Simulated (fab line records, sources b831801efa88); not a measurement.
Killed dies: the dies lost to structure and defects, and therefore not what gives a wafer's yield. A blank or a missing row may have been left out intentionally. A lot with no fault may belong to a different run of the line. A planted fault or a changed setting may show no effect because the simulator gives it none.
fab line records	flow sky130
record: lots: 12	wafers: 36	last_day: 50
route steps=708 shown PWDE@52 VT_ADJUST_LVTN@117 VT_ADJUST_PCH@147 PAD_OPEN@708
lots untouched by any fault: they come from a run of this same line in which no faults occurred
start_h: hours from the record's opening day to when the first of the lot's shown wafers began	wait_h: time in hours since the lot's previous step	" the same as in the row above	L1.1+2: one row covering several wafers at once	- value missing, or start not given	* or withheld: withheld	< > ~ a bound
route shown NAME@n: names a module that has steps shown in the file, with the first one's number in the route	usual: the fault-free wafers' mean and standard deviation	same: alike in all rows	chamber/n: place in a boat	sites: each site's reading	_std_site: standard deviation across them	_edge_site: inner sites' mean taken away from outer sites' mean	radius_mm: how far each site lies from the wafer's centre	mask NAME#n: copy n	behind: the last tool/chamber to shape the wafer	hold: reason for holding the lot/hours on hold/outcome of the hold	device: the transistor (n, p or np) that didn't switch	end of line: the same wafers' tests at the end of the route	where a step has no rows: the recipe by itself	killed: not the wafer's yield, but the dies lost to structure and defects at the first sort	map: dies across one wafer; x = killed, . = not, _ = none there
set.NAME: the setting as run; set.NAME@STEP: as run at that earlier step	model.NAME: the simulator's own value behind a step, which no gauge read
a sample of lots followed through the steps of the route, with each step as a table and each wafer as a row
services: from which hour (start_h, from the record's first day; less than 0 if before it) a tool's chamber was out of use, for how many hours, and why
== steps ==
step: SKY_PWDE_OVL_MEAS_07
usual: PWDE_OVL: -0.5/1.6
lot.wafer	tool	chamber	start_h	wait_h	PWDE_OVL[nm]
L875.2	overlay-02	-	70.29	-	2.2
L875.4	"	-	"	"	1.9
L875.6	"	-	"	"	-0.8
L879.1	overlay-02	-	97.38	-	-2.1
L879.5	"	-	"	"	0.6
L879.6	"	-	"	"	-0.4
L881.1	overlay-01	-	107.70	-	0.9
L881.4	"	-	"	"	-0.8
L881.6	"	-	"	"	1.1
L883.2	overlay-01	-	112.46	-	-2.8
L883.4	"	-	"	"	-2.6
L883.5	"	-	"	"	-2.4
L884.4	overlay-01	-	118.24	-	-0.8
L884.5	"	-	"	"	-2.4
L884.6	"	-	"	"	-0.8
L885.3	overlay-01	-	127.16	-	-3.0
L885.4	"	-	"	"	-0.4
L885.5	"	-	"	"	-1.4
L889.1	overlay-01	-	146.38	-	-1.8
L889.5	"	-	"	"	-0.3
L889.6	"	-	"	"	-3.4
L890.1	overlay-02	-	149.75	-	-2.4
L890.4	"	-	"	"	-2.5
L890.5	"	-	"	"	0.0
L891.1	overlay-02	-	155.78	-	0.4
L891.4	"	-	"	"	2.7
L891.5	"	-	"	"	1.6
L892.2	overlay-02	-	167.24	-	2.6
L892.3	"	-	"	"	-0.2
L892.5	"	-	"	"	-0.1
L893.1	overlay-02	-	174.48	-	0.9
L893.2	"	-	"	"	-0.3
L893.4	"	-	"	"	-0.1
L898.1	overlay-01	-	199.58	-	-1.0
L898.4	"	-	"	"	0.6
L898.6	"	-	"	"	0.3
step: SKY_VT_ADJUST_LVTN_STRIP_20
recipe: chemistry: O2/N2	power_w: 1400	pressure_mtorr: 1500	platen_temp_c: withheld	o2_flow_sccm: 3000	n2_flow_sccm: 300	overash_fraction: 0.5
usual: drypump_motor_current_A: 5.4/0.44	oes_product_au: 0.716/0.0045	strip_time_to_endpoint_s: 14.20/0.039
same: overash_fraction: 0.5
lot.wafer	tool	chamber	start_h	wait_h	drypump_motor_current_A	oes_product_au	rf_hours_counter_h	strip_time_to_endpoint_s
L875.2	plasma_asher-03	1	162.59	0.1	5.9	0.710	51	14.26
L875.4	"	0	"	"	4.7	0.719	-	14.22
L875.6	"	0	"	"	4.7	0.718	-	14.21
L879.1	plasma_asher-01	1	194.94	0.1	5.3	0.715	38	14.13
L879.5	"	0	"	"	6.0	0.714	-	14.17
L879.6	"	1	"	"	5.3	0.712	-	14.12
L881.1	plasma_asher-03	0	208.39	0.1	4.7	0.717	55	14.19
L881.4	"	0	"	"	4.7	0.710	-	14.17
L881.6	"	1	"	"	5.9	0.713	-	14.21
L883.2	plasma_asher-02	1	214.37	0.1	5.3	0.710	57	14.22
L883.4	"	0	"	"	5.6	0.724	-	14.25
L883.5	"	0	"	"	5.6	0.725	-	14.20
L884.4	plasma_asher-03	0	221.17	0.1	4.7	0.711	-	14.21
L884.5	"	0	"	"	4.7	0.714	-	14.27
L884.6	"	1	"	"	5.9	0.710	-	14.23
L885.3	plasma_asher-03	0	232.30	0.1	4.7	0.721	-	14.21
L885.4	"	1	"	"	5.9	0.708	-	14.18
L885.5	"	1	"	"	5.9	0.712	-	14.18
L889.1	plasma_asher-02	0	252.07	0.1	5.6	0.711	61	14.21
L889.5	"	1	"	"	5.2	0.721	-	14.22
L889.6	"	0	"	"	5.6	0.717	-	14.21
L890.1	plasma_asher-01	1	259.37	0.1	5.3	0.720	44	14.21
L890.4	"	0	"	"	6.0	0.713	-	14.23
L890.5	"	1	"	"	5.3	0.716	-	14.20
L891.1	plasma_asher-03	1	266.82	0.1	5.9	0.713	61	14.18
L891.4	"	0	"	"	4.7	0.726	-	14.19
L891.5	"	1	"	"	5.9	0.718	-	14.23
L892.2	plasma_asher-01	0	281.04	0.1	6.0	0.721	46	14.22
L892.3	"	0	"	"	6.0	0.716	-	14.25
L892.5	"	0	"	"	6.0	0.708	-	14.28
L893.1	plasma_asher-02	0	289.67	0.1	5.6	0.717	65	14.25
L893.2	"	1	"	"	5.3	0.721	65	14.22
L893.4	"	1	"	"	5.3	0.713	-	14.22
L898.1	plasma_asher-03	0	318.42	0.1	4.7	0.715	67	14.18
L898.4	"	1	"	"	5.9	0.720	-	14.24
L898.6	"	1	"	"	5.8	0.722	-	14.21
step: SKY_VT_ADJUST_LVTN_TW_MEAS_21
usual: VT_ADJUST_LVTN_2_TW: 185.1/1
lot.wafer	tool	chamber	start_h	wait_h	VT_ADJUST_LVTN_2_TW
L875.2	film_metro-01	-	162.70	0.1	186.6
L875.4	"	-	"	"	184.7
L875.6	"	-	"	"	186.1
L879.1	film_metro-03	-	195.04	0.1	183.5
L879.5	"	-	"	"	183.5
L879.6	"	-	"	"	184.2
L881.1	film_metro-03	-	208.49	0.1	183.7
L881.4	"	-	"	"	183.7
L881.6	"	-	"	"	183.5
L883.2	film_metro-01	-	214.48	0.1	185.9
L883.4	"	-	"	"	184.8
L883.5	"	-	"	"	186.8
L884.4	film_metro-04	-	221.27	0.1	186.8
L884.5	"	-	"	"	186.7
L884.6	"	-	"	"	186.4
L885.3	film_metro-01	-	232.39	0.1	184.0
L885.4	"	-	"	"	185.2
L885.5	"	-	"	"	184.4
L889.1	film_metro-04	-	252.17	0.1	186.0
L889.5	"	-	"	"	186.0
L889.6	"	-	"	"	185.8
L890.1	film_metro-04	-	259.47	0.1	186.3
L890.4	"	-	"	"	186.0
L890.5	"	-	"	"	186.4
L891.1	film_metro-01	-	266.92	0.1	184.0
L891.4	"	-	"	"	184.6
L891.5	"	-	"	"	183.2
L892.2	film_metro-03	-	281.15	0.1	185.0
L892.3	"	-	"	"	185.4
L892.5	"	-	"	"	185.5
L893.1	film_metro-04	-	289.77	0.1	185.1
L893.2	"	-	"	"	184.6
L893.4	"	-	"	"	185.0
L898.1	film_metro-03	-	318.52	0.1	184.6
L898.4	"	-	"	"	184.5
L898.6	"	-	"	"	184.2
step: SKY_VT_ADJUST_PCH_EXPOSE_04
recipe: mask_id: NWM	na: 0.6	source_shape: conventional	sigma_outer: 0.6	polarization: unpolarized	target_cd_nm: 840	dose_mj: 255
usual: stage_vel_mm_s: 499.97/0.25
lot.wafer	tool	chamber	start_h	wait_h	mask	stage_vel_mm_s
L875.2	iline_stepper-02	0	216.37	-	NWM#0	500.05
L875.4	"	0	"	"	NWM#0	499.91
L875.6	"	0	"	"	NWM#0	500.29
L879.1	iline_stepper-02	0	251.30	-	NWM#0	500.03
L879.5	"	0	"	"	NWM#0	500.42
L879.6	"	0	"	"	NWM#0	500.22
L881.1	iline_stepper-01	0	265.85	-	NWM#0	499.82
L881.4	"	0	"	"	NWM#0	500.30
L881.6	"	0	"	"	NWM#0	499.90
L883.2	iline_stepper-01	0	272.42	-	NWM#0	500.12
L883.4	"	0	"	"	NWM#0	499.88
L883.5	"	0	"	"	NWM#0	500.23
L884.4	iline_stepper-01	0	280.23	-	NWM#0	500.45
L884.5	"	0	"	"	NWM#0	500.05
L884.6	"	0	"	"	NWM#0	500.26
L885.3	iline_stepper-01	0	291.21	-	NWM#0	500.21
L885.4	"	0	"	"	NWM#0	499.97
L885.5	"	0	"	"	NWM#0	500.00
L889.1	iline_stepper-01	0	312.58	-	NWM#0	499.68
L889.5	"	0	"	"	NWM#0	499.76
L889.6	"	0	"	"	NWM#0	499.88
L890.1	iline_stepper-01	0	320.15	-	NWM#0	500.09
L890.4	"	0	"	"	NWM#0	499.84
L890.5	"	0	"	"	NWM#0	500.41
L891.1	iline_stepper-01	0	328.63	-	NWM#0	499.71
L891.4	"	0	"	"	NWM#0	499.45
L891.5	"	0	"	"	NWM#0	500.01
L892.2	iline_stepper-02	0	342.72	-	NWM#0	499.81
L892.3	"	0	"	"	NWM#0	499.47
L892.5	"	0	"	"	NWM#0	499.80
L893.1	iline_stepper-01	0	353.12	-	NWM#0	499.91
L893.2	"	0	"	"	NWM#0	499.93
L893.4	"	0	"	"	NWM#0	499.87
L898.1	iline_stepper-02	0	387.27	-	NWM#0	499.90
L898.4	"	0	"	"	NWM#0	499.65
L898.6	"	0	"	"	NWM#0	499.83
step: SKY_VT_ADJUST_PCH_OVL_MEAS_07
usual: VT_ADJUST_PCH_OVL: -0.8/1.3
lot.wafer	tool	chamber	start_h	wait_h	VT_ADJUST_PCH_OVL[nm]
L875.2	overlay-02	-	227.46	-	0.0
L875.4	"	-	"	"	0.4
L875.6	"	-	"	"	-0.3
L879.1	overlay-02	-	262.80	-	-2.3
L879.5	"	-	"	"	0.3
L879.6	"	-	"	"	0.5
L881.1	overlay-02	-	277.35	-	-0.9
L881.4	"	-	"	"	-1.6
L881.6	"	-	"	"	-0.9
L883.2	overlay-02	-	284.80	-	-3.0
L883.4	"	-	"	"	-3.1
L883.5	"	-	"	"	-1.3
L884.4	overlay-02	-	292.14	-	0.1
L884.5	"	-	"	"	-2.0
L884.6	"	-	"	"	-1.2
L885.3	overlay-02	-	302.94	-	0.3
L885.4	"	-	"	"	-2.8
L885.5	"	-	"	"	-0.9
L889.1	overlay-02	-	324.43	-	71.9
L889.5	"	-	"	"	70.8
L889.6	"	-	"	"	72.0
L890.1	overlay-01	-	332.55	-	72.6
L890.4	"	-	"	"	70.2
L890.5	"	-	"	"	70.0
L891.1	overlay-01	-	341.18	-	72.3
L891.4	"	-	"	"	72.6
L891.5	"	-	"	"	71.1
L892.2	overlay-02	-	355.88	-	-0.4
L892.3	"	-	"	"	0.0
L892.5	"	-	"	"	-2.2
L893.1	overlay-01	-	367.10	-	71.3
L893.2	"	-	"	"	69.9
L893.4	"	-	"	"	72.5
L898.1	overlay-01	-	401.80	-	-1.9
L898.4	"	-	"	"	1.1
L898.6	"	-	"	"	-2.0
step: SKY_PAD_OPEN_PROBE_99
usual: killed_at_M0_to_M3: 43/6.5	killed_at_M4_up: 3.3/2	killed_at_contacts: 24/5.2	killed_at_front_end: 16/4.2	killed_at_other: 0.3/0.6	killed_dies: 87/9.3	killed_on_rim: 18/4.2	killed_open: 47/7.8	killed_short: 39/6.2
same: gross_dies: 492	killed_at_back_side: 0
lot.wafer	tool	chamber	start_h	wait_h	killed_at_M0_to_M3	killed_at_M4_up	killed_at_contacts	killed_at_front_end	killed_at_other	killed_dies	killed_on_rim	killed_open	killed_short
L884.4	prober-02	-	1129.07	0.2	38	0	19	18	0	75	18	35	40
L884.5	prober-02	-	1129.12	0.2	51	2	18	10	0	81	18	41	40
L884.6	prober-02	-	1129.17	0.2	45	3	26	10	0	84	20	43	41
killed by level:class
L884.4 VIA1:geometric_particle:open=11 LI_CONTACT:geometric_particle:open=7 FIELD_ISO:geometric_particle:short=6 CONTACT:geometric_particle:short=6 METAL2:geometric_particle:short=6 POLY_GATE:geometric_particle:short=5 FIELD_ISO:geometric_particle:open=4 METAL1:geometric_particle:short=4
L884.5 VIA1:geometric_particle:open=8 METAL2:geometric_particle:short=8 VIA2:geometric_particle:open=8 VIA3:geometric_particle:short=8 CONTACT:geometric_particle:open=7 METAL1:geometric_particle:short=6 LI_CONTACT:geometric_particle:open=5 VIA1:geometric_particle:short=4
L884.6 CONTACT:geometric_particle:open=12 VIA1:geometric_particle:open=9 METAL2:geometric_particle:short=9 METAL1:geometric_particle:short=8 LOCAL_INTERCONNECT:geometric_particle:short=6 VIA3:geometric_particle:open=5 FIELD_ISO:geometric_particle:open=4 LI_CONTACT:geometric_particle:open=4
== services ==
tool	chamber	start_h	hours	kind
plasma_asher-03	-	145.03	2.8	pm
iline_stepper-02	0	158.55	-	calibration
iline_stepper-01	-	160.33	4.3	pm
plasma_asher-02	-	168.98	0.7	repair
iline_stepper-01	-	212.84	1.7	pm
plasma_asher-01	-	221.84	5.4	repair
iline_stepper-01	0	225.84	-	calibration
iline_stepper-02	-	255.25	4.4	pm
plasma_asher-01	-	292.93	46.3	repair
iline_stepper-02	-	307.92	9.1	repair
plasma_asher-02	-	318.86	2.8	repair
iline_stepper-01	-	354.36	-	calibration
iline_stepper-02	0	367.22	-	calibration
iline_stepper-01	-	378.43	2.1	pm
iline_stepper-01	-	380.52	-	consumable_replace:lamp
== key ==
first_sign: step: SKY_VT_ADJUST_PCH_OVL_MEAS_07	reading: VT_ADJUST_PCH_OVL	direction: up	sigmas: 57	usual: -0.8	struck: 71.4
effect none on later readings
met_at SKY_VT_ADJUST_PCH_EXPOSE_04
struck_lots L889,L890,L891,L893
tester_left_out L889,L890,L891,L893
not_acting_at SKY_PWDE_OVL_MEAS_07,SKY_VT_ADJUST_LVTN_STRIP_20,SKY_VT_ADJUST_LVTN_TW_MEAS_21
onset_between 291.21 312.58
fault: kind: scanner_matching_overlay	tool: iline_stepper-01	chamber: -	onset_h: 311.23	steps: SKY_VT_ADJUST_PCH_EXPOSE_04	offset: 71.873
tester_left_out: of these lots the tester's yield and bins aren't shown, on N5 and GAA mostly nor the transistor test; their killed dies are dies lost to structure and defects alone, not to doping, threshold or leakage, so they don't give the yield
